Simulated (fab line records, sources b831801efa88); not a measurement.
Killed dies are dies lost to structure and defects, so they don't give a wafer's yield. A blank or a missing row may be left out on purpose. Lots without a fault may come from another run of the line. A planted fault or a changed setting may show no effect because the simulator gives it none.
Problem report in the 8D (eight disciplines) form, filled by code | flow sky130 | the parts of the form that need people (team, actions taken, sign-off) are left out

1. THE PROBLEM
LDD_LDN_TW at SKY_LDD_LDN_TW_MEAS_13 reads a mean of 1367 on 6 wafers of 2 lots; wafers without a fault read 1486 with a standard deviation of 19. That is -6.3 standard deviations from the usual mean.
First seen on wafer L133.1, day 28 05:33, on film_metro-02. The record holds 33 wafers of 11 lots with a number at this step. Rule for "out", or "out of limits": more than 4 standard deviations from the usual mean. The other wafers with a number count as sound.

2. WHAT IT IS AND WHAT IT IS NOT
question                    | is                     | is not
which readings at this step | LDD_LDN_TW             | -
which lots                  | L133, L134             | L119, L120, L121, L122, L124, L136, L137, L138, L140
which wafers of those lots  | all that have a number | -
read on which gauges        | film_metro-02          | film_metro-01, film_metro-03
when                        | from day 28 05:33      | up to then (15 sound wafers); but 12 sound wafers of L136, L137, L138, L140 came after

3. SUSPECTS, AND WHAT RULES EACH OUT
Counting: a tool at a process step up to the reading stays a suspect if it ran every lot that is out and no sound lot after the first of them.
- the gauge at SKY_LDD_LDN_TW_MEAS_13: ruled out. All the wafers that are out were read on film_metro-02, but those of them that SKY_LDD_LDN_IMPLANT_09 has rows for are out there too, on other tools.
- rie_diel-04 at SKY_POLY_GATE_ETCH_15 (etches BARC in N2/H2, stops on SiO2, time 118.5 s, target depth 110 nm): kept. It ran every lot that is out, first L133 (day 21 21:59), and no sound lot after that; its last sound lot up to then is L124 (day 18 15:13).
- implanter-03 at SKY_LDD_LDN_IMPLANT_09: kept. It ran every lot that is out, first L133 (day 28 05:00), and no sound lot after that; its last sound lot up to then is L124 (day 25 03:44). Its own readings are out on those wafers: dose_ions_cm2, faraday_current_uA.
Left after counting: rie_diel-04 at SKY_POLY_GATE_ETCH_15, implanter-03 at SKY_LDD_LDN_IMPLANT_09.

4. THE CAUSE (what the simulator had put in)
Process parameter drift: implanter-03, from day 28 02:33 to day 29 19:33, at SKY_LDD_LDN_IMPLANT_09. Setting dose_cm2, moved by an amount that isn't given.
Counting left 2 suspects, and this tool is among them.

5. THE CHAIN OF EFFECTS, in route order
Each row: a reading whose mean over the struck wafers that have a number lies more than 3 standard deviations from the usual. Only readings for which the record gives a usual standard deviation are gone through. hours: the time from each lot's start at the first step in this table that gives one to its start at this step, as a median over the lots. sigmas: the change in usual standard deviations.
hours | step                   | reading            | usual    | on struck wafers | change    | sigmas
0     | SKY_LDD_LDN_IMPLANT_09 | dose_ions_cm2      | 1.25e+13 | 2.04e+12         | -1.05e+13 | -99 or more
0     | SKY_LDD_LDN_IMPLANT_09 | faraday_current_uA | 70.4     | 11.5             | -58.9     | -42
1     | SKY_LDD_LDN_TW_MEAS_13 | LDD_LDN_TW         | 1486     | 1367             | -119      | -6.3
The process steps in it:
- SKY_LDD_LDN_IMPLANT_09

6. WHAT WOULD HAVE CAUGHT IT SOONER
In this record the first reading out of limits at a measuring or inspecting step was taken at day 28 05:33, 3 hours after the fault began at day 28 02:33.
The tool's own readings at SKY_LDD_LDN_IMPLANT_09 were out on every struck wafer that the step has a row for (dose_ions_cm2, faraday_current_uA): an alarm limit on them would have fired on the first of those.
Of the lots that are out (2), L134 began SKY_LDD_LDN_IMPLANT_09 on implanter-03 after day 28 05:33. A hold on the tool at that time would have spared it.
